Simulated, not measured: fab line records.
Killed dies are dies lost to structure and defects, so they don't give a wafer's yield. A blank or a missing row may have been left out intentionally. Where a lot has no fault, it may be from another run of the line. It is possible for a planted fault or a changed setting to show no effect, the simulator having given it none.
What tool caused it? || flow gf180mcu || 13 lots with 39 wafers sampled at 4 steps, on a route of 602 steps

== WHAT THE GAUGES SHOWED, per wafer ==
Not one reading of a measure or inspect step in the record can be checked against a usual standard deviation.

== TOOL THAT RAN EACH LOT (tool first, then ch and the chambers of the sampled wafers, then the start) ==
{"lot": "L217", "GF_DNWELL_IMPLANT_07": "implanter-02 ch 0, day 2 19:11", "GF_VT_IMPLANT_STRIP_31": "plasma-asher-04 ch 0,1, day 6 22:11", "GF_HV_LDD_RTA_52": "rtp-anneal-01 ch 0, day 12 10:02", "GF_SAB_STRIP_13": "plasma-asher-01 ch 0,1, day 15 02:19"}
{"lot": "L219", "GF_DNWELL_IMPLANT_07": "implanter-04 ch 0, day 3 05:46", "GF_VT_IMPLANT_STRIP_31": "plasma-asher-02 ch 0,1, day 7 12:12", "GF_HV_LDD_RTA_52": "rtp-anneal-02 ch 0, day 13 02:04", "GF_SAB_STRIP_13": "plasma-asher-03 ch 0,1, day 15 21:23"}
{"lot": "L220", "GF_DNWELL_IMPLANT_07": "implanter-02 ch 0, day 3 10:14", "GF_VT_IMPLANT_STRIP_31": "plasma-asher-02 ch 0,1, day 7 15:25", "GF_HV_LDD_RTA_52": "rtp-anneal-01 ch 0, day 13 05:26", "GF_SAB_STRIP_13": "plasma-asher-04 ch 0,1, day 15 23:38"}
{"lot": "L221", "GF_DNWELL_IMPLANT_07": "implanter-02 ch 0, day 3 19:04", "GF_VT_IMPLANT_STRIP_31": "plasma-asher-02 ch 0,1, day 8 02:47", "GF_HV_LDD_RTA_52": "rtp-anneal-01 ch 0, day 13 17:53", "GF_SAB_STRIP_13": "plasma-asher-01 ch 0,1, day 16 15:14"}
{"lot": "L225", "GF_DNWELL_IMPLANT_07": "implanter-02 ch 0, day 4 14:01", "GF_VT_IMPLANT_STRIP_31": "plasma-asher-02 ch 0,1, day 9 01:59", "GF_HV_LDD_RTA_52": "rtp-anneal-01 ch 0, day 15 00:44", "GF_SAB_STRIP_13": "plasma-asher-04 ch 0,1, day 18 00:08"}
{"lot": "L226", "GF_DNWELL_IMPLANT_07": "implanter-02 ch 0, day 4 17:05", "GF_VT_IMPLANT_STRIP_31": "plasma-asher-03 ch 0,1, day 9 07:08", "GF_HV_LDD_RTA_52": "rtp-anneal-02 ch 0, day 15 09:19", "GF_SAB_STRIP_13": "plasma-asher-01 ch 0,1, day 18 09:40"}
{"lot": "L228", "GF_DNWELL_IMPLANT_07": "implanter-02 ch 0, day 5 07:58", "GF_VT_IMPLANT_STRIP_31": "plasma-asher-03 ch 0,1, day 10 01:08", "GF_HV_LDD_RTA_52": "rtp-anneal-02 ch 0, day 16 04:43", "GF_SAB_STRIP_13": "plasma-asher-03 ch 0,1, day 19 06:59"}
{"lot": "L229", "GF_DNWELL_IMPLANT_07": "implanter-04 ch 0, day 5 12:02", "GF_VT_IMPLANT_STRIP_31": "plasma-asher-02 ch 0,1, day 10 04:59", "GF_HV_LDD_RTA_52": "rtp-anneal-01 ch 0, day 16 12:53", "GF_SAB_STRIP_13": "plasma-asher-01 ch 0,1, day 19 15:50"}
{"lot": "L230", "GF_DNWELL_IMPLANT_07": "implanter-02 ch 0, day 5 16:32", "GF_VT_IMPLANT_STRIP_31": "plasma-asher-02 ch 0,1, day 10 10:34", "GF_HV_LDD_RTA_52": "rtp-anneal-02 ch 0, day 16 18:39", "GF_SAB_STRIP_13": "plasma-asher-03 ch 0, day 19 22:05"}
{"lot": "L231", "GF_DNWELL_IMPLANT_07": "implanter-01 ch 0, day 5 20:40", "GF_VT_IMPLANT_STRIP_31": "plasma-asher-03 ch 1, day 10 16:49", "GF_HV_LDD_RTA_52": "rtp-anneal-02 ch 0, day 17 01:38", "GF_SAB_STRIP_13": "plasma-asher-03 ch 0,1, day 20 05:32"}
{"lot": "L234", "GF_DNWELL_IMPLANT_07": "implanter-01 ch 0, day 6 12:17", "GF_VT_IMPLANT_STRIP_31": "plasma-asher-02 ch 0,1, day 11 11:55", "GF_HV_LDD_RTA_52": "rtp-anneal-02 ch 0, day 17 23:18", "GF_SAB_STRIP_13": "plasma-asher-03 ch 0,1, day 21 04:02"}
{"lot": "L237", "GF_DNWELL_IMPLANT_07": "implanter-01 ch 0, day 7 06:01", "GF_VT_IMPLANT_STRIP_31": "plasma-asher-03 ch 0,1, day 12 10:53", "GF_HV_LDD_RTA_52": "rtp-anneal-01 ch 0, day 19 04:02", "GF_SAB_STRIP_13": "plasma-asher-04 ch 0,1, day 22 07:29"}
{"lot": "L240", "GF_DNWELL_IMPLANT_07": "implanter-01 ch 0, day 7 19:46", "GF_VT_IMPLANT_STRIP_31": "plasma-asher-04 ch 0,1, day 13 01:32", "GF_HV_LDD_RTA_52": "rtp-anneal-01 ch 0, day 19 23:21", "GF_SAB_STRIP_13": "plasma-asher-04 ch 0,1, day 23 01:59"}
- GF_DNWELL_IMPLANT_07
- GF_VT_IMPLANT_STRIP_31: strips in O2/N2.
- GF_HV_LDD_RTA_52: time 10 s.
- GF_SAB_STRIP_13: strips in O2/N2.

== AS READ BY THE TOOLS THEMSELVES (means over the sampled wafers that have a number; for cases with no such wafer, the mark the record gives instead) ==
GF_DNWELL_IMPLANT_07.
{"lot": "L217", "tool": "implanter-02", "beam-energy-keV": 1499.7}
{"lot": "L219", "tool": "implanter-04", "beam-energy-keV": 1499.7}
{"lot": "L220", "tool": "implanter-02", "beam-energy-keV": 1500.3}
{"lot": "L221", "tool": "implanter-02", "beam-energy-keV": 1500.1}
{"lot": "L225", "tool": "implanter-02", "beam-energy-keV": 1500.3}
{"lot": "L226", "tool": "implanter-02", "beam-energy-keV": 1359.4}
{"lot": "L228", "tool": "implanter-02", "beam-energy-keV": 1358.9}
{"lot": "L229", "tool": "implanter-04", "beam-energy-keV": 1499.5}
{"lot": "L230", "tool": "implanter-02", "beam-energy-keV": 1358.4}
{"lot": "L231", "tool": "implanter-01", "beam-energy-keV": 1499.8}
{"lot": "L234", "tool": "implanter-01", "beam-energy-keV": 1500.1}
{"lot": "L237", "tool": "implanter-01", "beam-energy-keV": 1499.8}
{"lot": "L240", "tool": "implanter-01", "beam-energy-keV": 1500.0}

GF_VT_IMPLANT_STRIP_31.
{"lot": "L217", "tool": "plasma-asher-04", "drypump-motor-current-A (A)": 5.63, "heater-power-w (W)": 375, "oes-product-au (a.u.)": 0.717, "strip-time-to-endpoint-s (s)": 12.59}
{"lot": "L219", "tool": "plasma-asher-02", "drypump-motor-current-A (A)": 5.83, "heater-power-w (W)": 343, "oes-product-au (a.u.)": 0.716, "strip-time-to-endpoint-s (s)": 12.58}
{"lot": "L220", "tool": "plasma-asher-02", "drypump-motor-current-A (A)": 5.63, "heater-power-w (W)": 349, "oes-product-au (a.u.)": 0.717, "strip-time-to-endpoint-s (s)": 12.59}
{"lot": "L221", "tool": "plasma-asher-02", "drypump-motor-current-A (A)": 5.85, "heater-power-w (W)": 347, "oes-product-au (a.u.)": 0.715, "strip-time-to-endpoint-s (s)": 12.60}
{"lot": "L225", "tool": "plasma-asher-02", "drypump-motor-current-A (A)": 5.61, "heater-power-w (W)": 353, "oes-product-au (a.u.)": 0.717, "strip-time-to-endpoint-s (s)": 12.67}
{"lot": "L226", "tool": "plasma-asher-03", "drypump-motor-current-A (A)": 5.78, "heater-power-w (W)": 369, "oes-product-au (a.u.)": 0.714, "strip-time-to-endpoint-s (s)": 12.63}
{"lot": "L228", "tool": "plasma-asher-03", "drypump-motor-current-A (A)": 5.75, "heater-power-w (W)": 365, "oes-product-au (a.u.)": 0.714, "strip-time-to-endpoint-s (s)": 12.62}
{"lot": "L229", "tool": "plasma-asher-02", "drypump-motor-current-A (A)": 5.84, "heater-power-w (W)": 351, "oes-product-au (a.u.)": 0.713, "strip-time-to-endpoint-s (s)": 12.58}
{"lot": "L230", "tool": "plasma-asher-02", "drypump-motor-current-A (A)": 5.62, "heater-power-w (W)": 355, "oes-product-au (a.u.)": 0.717, "strip-time-to-endpoint-s (s)": 12.64}
{"lot": "L231", "tool": "plasma-asher-03", "drypump-motor-current-A (A)": 6.07, "heater-power-w (W)": 363, "oes-product-au (a.u.)": 0.717, "strip-time-to-endpoint-s (s)": 12.69}
{"lot": "L234", "tool": "plasma-asher-02", "drypump-motor-current-A (A)": 5.64, "heater-power-w (W)": 359, "oes-product-au (a.u.)": 0.718, "strip-time-to-endpoint-s (s)": 12.64}
{"lot": "L237", "tool": "plasma-asher-03", "drypump-motor-current-A (A)": 5.73, "heater-power-w (W)": 358, "oes-product-au (a.u.)": 0.719, "strip-time-to-endpoint-s (s)": 12.57}
{"lot": "L240", "tool": "plasma-asher-04", "drypump-motor-current-A (A)": 5.63, "heater-power-w (W)": 379, "oes-product-au (a.u.)": 0.713, "strip-time-to-endpoint-s (s)": 12.62}

GF_HV_LDD_RTA_52.
{"lot": "L217", "tool": "rtp-anneal-01", "anneal-temp-c-max": 1003.7, "lamp-power-pct (%)": 36.4, "wafer_temp_C_max": 1003.2}
{"lot": "L219", "tool": "rtp-anneal-02", "anneal-temp-c-max": 1006.2, "lamp-power-pct (%)": 35.1, "wafer_temp_C_max": 1003.1}
{"lot": "L220", "tool": "rtp-anneal-01", "anneal-temp-c-max": 1003.3, "lamp-power-pct (%)": 36.4, "wafer_temp_C_max": 1003.4}
{"lot": "L221", "tool": "rtp-anneal-01", "anneal-temp-c-max": 1004.7, "lamp-power-pct (%)": 36.4, "wafer_temp_C_max": 1003.9}
{"lot": "L225", "tool": "rtp-anneal-01", "anneal-temp-c-max": 1003.8, "lamp-power-pct (%)": 36.4, "wafer_temp_C_max": 1003.8}
{"lot": "L226", "tool": "rtp-anneal-02", "anneal-temp-c-max": 1006.1, "lamp-power-pct (%)": 35.1, "wafer_temp_C_max": 1003.8}
{"lot": "L228", "tool": "rtp-anneal-02", "anneal-temp-c-max": 1006.1, "lamp-power-pct (%)": 35.1, "wafer_temp_C_max": 1004.1}
{"lot": "L229", "tool": "rtp-anneal-01", "anneal-temp-c-max": 1004.5, "lamp-power-pct (%)": 36.4, "wafer_temp_C_max": 1003.4}
{"lot": "L230", "tool": "rtp-anneal-02", "anneal-temp-c-max": 1006.3, "lamp-power-pct (%)": 35.2, "wafer_temp_C_max": 1003.4}
{"lot": "L231", "tool": "rtp-anneal-02", "anneal-temp-c-max": 1007.3, "lamp-power-pct (%)": 35.2, "wafer_temp_C_max": 1003.0}
{"lot": "L234", "tool": "rtp-anneal-02", "anneal-temp-c-max": 1007.4, "lamp-power-pct (%)": 35.1, "wafer_temp_C_max": 1003.7}
{"lot": "L237", "tool": "rtp-anneal-01", "anneal-temp-c-max": 1004.1, "lamp-power-pct (%)": 36.4, "wafer_temp_C_max": 1003.8}
{"lot": "L240", "tool": "rtp-anneal-01", "anneal-temp-c-max": 1003.4, "lamp-power-pct (%)": 36.4, "wafer_temp_C_max": 1003.5}

GF_SAB_STRIP_13.
{"lot": "L217", "tool": "plasma-asher-01", "drypump-motor-current-A (A)": 5.30, "heater-power-w (W)": 340, "oes-product-au (a.u.)": 0.709, "strip-time-to-endpoint-s (s)": 12.63}
{"lot": "L219", "tool": "plasma-asher-03", "drypump-motor-current-A (A)": 5.92, "heater-power-w (W)": 362, "oes-product-au (a.u.)": 0.710, "strip-time-to-endpoint-s (s)": 12.63}
{"lot": "L220", "tool": "plasma-asher-04", "drypump-motor-current-A (A)": 5.64, "heater-power-w (W)": 378, "oes-product-au (a.u.)": 0.709, "strip-time-to-endpoint-s (s)": 12.62}
{"lot": "L221", "tool": "plasma-asher-01", "drypump-motor-current-A (A)": 5.30, "heater-power-w (W)": 339, "oes-product-au (a.u.)": 0.712, "strip-time-to-endpoint-s (s)": 12.63}
{"lot": "L225", "tool": "plasma-asher-04", "drypump-motor-current-A (A)": 5.66, "heater-power-w (W)": 389, "oes-product-au (a.u.)": 0.709, "strip-time-to-endpoint-s (s)": 12.64}
{"lot": "L226", "tool": "plasma-asher-01", "drypump-motor-current-A (A)": 5.52, "heater-power-w (W)": 342, "oes-product-au (a.u.)": 0.707, "strip-time-to-endpoint-s (s)": 12.60}
{"lot": "L228", "tool": "plasma-asher-03", "drypump-motor-current-A (A)": 5.75, "heater-power-w (W)": 362, "oes-product-au (a.u.)": 0.711, "strip-time-to-endpoint-s (s)": 12.58}
{"lot": "L229", "tool": "plasma-asher-01", "drypump-motor-current-A (A)": 5.51, "heater-power-w (W)": 336, "oes-product-au (a.u.)": 0.720, "strip-time-to-endpoint-s (s)": 12.57}
{"lot": "L230", "tool": "plasma-asher-03", "drypump-motor-current-A (A)": 5.56, "heater-power-w (W)": 361, "oes-product-au (a.u.)": 0.711, "strip-time-to-endpoint-s (s)": 12.56}
{"lot": "L231", "tool": "plasma-asher-03", "drypump-motor-current-A (A)": 5.93, "heater-power-w (W)": 364, "oes-product-au (a.u.)": 0.709, "strip-time-to-endpoint-s (s)": 12.62}
{"lot": "L234", "tool": "plasma-asher-03", "drypump-motor-current-A (A)": 5.92, "heater-power-w (W)": 356, "oes-product-au (a.u.)": 0.710, "strip-time-to-endpoint-s (s)": 12.59}
{"lot": "L237", "tool": "plasma-asher-04", "drypump-motor-current-A (A)": 5.67, "heater-power-w (W)": 396, "oes-product-au (a.u.)": 0.710, "strip-time-to-endpoint-s (s)": 12.58}
{"lot": "L240", "tool": "plasma-asher-04", "drypump-motor-current-A (A)": 5.67, "heater-power-w (W)": 390, "oes-product-au (a.u.)": 0.710, "strip-time-to-endpoint-s (s)": 12.59}

== THE ANSWER, worked out from the rows above alone ==
Rule: usual is defined by the lots themselves. The widest of any qualifying gaps counts: lots, ordered by their means at a reading, are off when they make up no more than a third of the lots, leave a main group of 4 or more, and stand apart from it by 3 or more times the standard deviation of that group's means. Not used: any main group whose means are identical at the precision the tables above print for the reading. A lot without any number at a reading at which 4 lots or more have one is off too. Any other lot the step has rows for is counted as sound. After the gauges, taken in route order, come the tools' own readings; for these a lot's mean is taken, as printed above. The first step at which some lot is off is used, and at that step the reading that is off furthest; a lot without a number counts as furthest.
Off at GF_DNWELL_IMPLANT_07 (beam-energy-keV): L226, L228, L230. Main group: mean 1499.9, sd 0.26.
If a tool, at that step or one of the process steps before it, ran each lot that is off and ran no sound lot following the first of them, it fits. One candidate fits, namely implanter-02 at GF_DNWELL_IMPLANT_07. A fault onset in the window from L225 (day 4 14:01, its last sound lot) to L226 (day 4 17:05, its first lot off) fits.
On the lots that are off, the tool's own readings at GF_DNWELL_IMPLANT_07 differ by more than 5 times the standard deviation of the sound lots' means, which bears it out; beam-energy-keV reads 1358.9 there versus 1499.9 on the sound lots.

== WHAT WAS PUT IN BY THE SIMULATOR ==
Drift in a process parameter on implanter-02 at GF_DNWELL_IMPLANT_07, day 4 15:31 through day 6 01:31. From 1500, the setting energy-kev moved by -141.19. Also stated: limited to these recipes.
Lots struck among those shown: L226, L228, L230. This agrees with what the rule above found.
